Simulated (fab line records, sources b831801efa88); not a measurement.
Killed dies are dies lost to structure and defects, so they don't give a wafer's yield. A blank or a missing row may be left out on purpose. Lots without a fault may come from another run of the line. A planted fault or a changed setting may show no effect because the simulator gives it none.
Chamber matching | flow sky130 | SKY_VIA4_ETCH_12 on rie_diel-04: 4 sister chambers
The step etches SiO2 in C4F8/O2/Ar, stops on TiN, target depth 580 nm. 20 wafers are shown with their chamber, then 10 later ones without.

WAFERS WITH THEIR CHAMBER
wafer  | chamber | oes_product_au (a.u.)
L074.1 | 1       | 0.927
L074.3 | 2       | 0.926
L074.5 | 0       | 0.922
L077.1 | 2       | 0.930
L077.2 | 1       | 0.928
L077.5 | 3       | 0.924
L084.2 | 2       | 0.924
L084.5 | 1       | 0.929
L084.6 | 2       | 0.922
L085.1 | 1       | 0.920
L085.5 | 0       | 0.927
L085.6 | 1       | 0.937
L087.1 | 0       | 0.925
L087.3 | 1       | 0.927
L087.4 | 3       | 0.921
L090.2 | 2       | 0.930
L090.3 | 3       | 0.924
L090.4 | 0       | 0.917
L094.1 | 0       | 0.927
L094.3 | 1       | 0.938

SIGNATURES (means of the wafers above)
reading        | chamber 0 | chamber 1 | chamber 2 | chamber 3 | scatter within a chamber
oes_product_au | 0.92360   | 0.92943   | 0.92640   | 0.92300   | 0.00476
Rule: a wafer's distance from a chamber is the root of the sum, over the readings, of the square of ((its reading less the chamber's mean) divided by the reading's scatter). The wafer belongs to the nearest chamber; if the next one is less than 2 further off, it can't be placed. The scatter: the root of (the sum of the squares of (reading less its chamber's mean) over the shown wafers, divided by (wafers less chambers)).

WAFERS WITHOUT THEIR CHAMBER
wafer  | oes_product_au (a.u.)
L094.4 | 0.934
L095.1 | 0.930
L095.2 | 0.927
L095.3 | 0.927
L095.4 | 0.926
L095.5 | 0.925
L095.6 | 0.922
L097.1 | 0.930
L097.2 | 0.920
L097.5 | 0.923

WHICH CHAMBER EACH WENT THROUGH
wafer  | from the rows above               | in truth
L094.4 | can't be placed: 1 or 2 or 0 or 3 | 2
L095.1 | can't be placed: 1 or 2 or 0 or 3 | 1
L095.2 | can't be placed: 2 or 1 or 0 or 3 | 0
L095.3 | can't be placed: 2 or 1 or 0 or 3 | 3
L095.4 | can't be placed: 2 or 0 or 3 or 1 | 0
L095.5 | can't be placed: 0 or 2 or 3 or 1 | 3
L095.6 | can't be placed: 3 or 0 or 2 or 1 | 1
L097.1 | can't be placed: 1 or 2 or 0 or 3 | 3
L097.2 | can't be placed: 3 or 0 or 2 or 1 | 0
L097.5 | can't be placed: 3 or 0 or 2 or 1 | 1
Placed correctly: 0 of 10. Can't be placed from these rows: 10 (the true chamber is among the candidates in 10). Placed wrongly: 0.
